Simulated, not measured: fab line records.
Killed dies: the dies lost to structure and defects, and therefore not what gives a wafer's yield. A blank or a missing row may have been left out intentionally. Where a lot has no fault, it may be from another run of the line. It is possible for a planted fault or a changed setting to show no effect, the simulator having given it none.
Struck lot and sound lot, side by side | flow sky130 | 18 steps out of a route of 708
Sound: the wafers L566.2, L566.3, L566.6. Wafers struck: L577.4, L577.5, L577.6. The cause is named last.
At each step with rows: each side's tool, then ch and its chambers, then its first start. Under that, the readings that differ: sound wafers | struck wafers | difference of the means | sigmas: that difference in standard deviations of wafers without a fault.
alike: readings with means less than 2 such deviations apart, plus words and numbers identical on both sides. not compared: withheld readings, readings lacking a value on some wafer, bounds such as >300 that could conceal the same value, and numbers that have no deviation in the record and whose values overlap.
Wherever a step has rows on one side only, a row that says differs or no value, or a row with sigmas, the two part there. When numbers do not overlap yet have no deviation, they are printed without sigmas and do not part them. A reading that every wafer of one side lacks parts them only if that side has two wafers or more.

first, 6 steps without rows for these wafers: SKY_RES_XHIGH_COAT_02 (resist thk 1140 nm); SKY_RES_XHIGH_SOFTBAKE_03 (time 60 s); SKY_RES_XHIGH_EXPOSE_04 (exposes mask URPM, target cd 1270 nm); SKY_RES_XHIGH_PEB_05; SKY_RES_XHIGH_DEVELOP_06 (develop time 60 s); SKY_RES_XHIGH_IMPLANT_07.
SKY_RES_XHIGH_STRIP_08: strips in O2/N2.
  sound on plasma-asher-03 ch 0,1, day 28 18:41; struck on plasma-asher-02 ch 0,1, day 32 13:25
  reading                     | sound       | struck      | difference | sigmas
  drypump-motor-current-A (A) | 5.2 5.3 5.2 | 6.4 6.4 5.6 | +0.9       | +2
  alike: o2-flow-sccm, oes-product-au, strip-time-to-endpoint-s
  not compared: rf-hours-counter-h
SKY_RES_XHIGH_TW_MEAS_09:
  struck on film-metro-04, day 32 13:31; sound on film-metro-02, day 28 18:48
  alike: RES_XHIGH_TW
then, 4 steps without rows for these wafers: SKY_SD_N_DEHYDRATE_00 (time 60 s); SKY_SD_N_HMDS_01 (prime time 60 s); SKY_SD_N_COAT_02 (resist thk 1140 nm); SKY_SD_N_SOFTBAKE_03 (time 60 s).
SKY_SD_N_EXPOSE_04: exposes mask NSDM, target cd 380 nm.
  sound on iline-stepper-02 ch 0, day 29 09:25; struck on iline-stepper-02 ch 0, day 33 02:53
  reading              | sound                | struck               | difference | sigmas
  exposure-dose-mJ-cm2 | 140.76 140.76 141.08 | 128.20 128.31 128.36 | -12.58     | -90
  alike: mask
then, 2 steps without rows for these wafers: SKY_SD_N_PEB_05; SKY_SD_N_DEVELOP_06 (develop time 60 s).
SKY_SD_N_CD_MEAS_07 targets a cd of 380 nm.
  struck on cd-sem-01, day 33 16:29; sound on cd-sem-01, day 29 22:49
  reading    | sound             | struck            | difference | sigmas
  cd-nm (nm) | 380.8 377.7 379.3 | 348.6 352.3 352.2 | -28.2      | -12
  not compared: hold
SKY_SD_N_OVL_MEAS_08:
  struck on overlay-02, day 33 17:02; sound on overlay-02, day 29 22:55
  reading | sound | struck                                                                     | difference                   | sigmas
  hold    | - - - | await-dispo/0.5h/release await-dispo/0.5h/release await-dispo/0.5h/release | no value on the sound wafers |
  alike: SD_N_OVL
-- here the record skips 16 days between the struck wafers' starts before and after, leaving off in module SD_N and picking up in module PAD_OPEN (first step shown: number 708 of the route) --
SKY_PAD_OPEN_PROBE_99:
  rows exist in the record for the struck wafers here (prober-02, day 49 19:46), but not for the sound ones

## WHERE THEY PART
First at SKY_RES_XHIGH_STRIP_08; last, within this record, at SKY_PAD_OPEN_PROBE_99.

WHY: what had been put in by the simulator
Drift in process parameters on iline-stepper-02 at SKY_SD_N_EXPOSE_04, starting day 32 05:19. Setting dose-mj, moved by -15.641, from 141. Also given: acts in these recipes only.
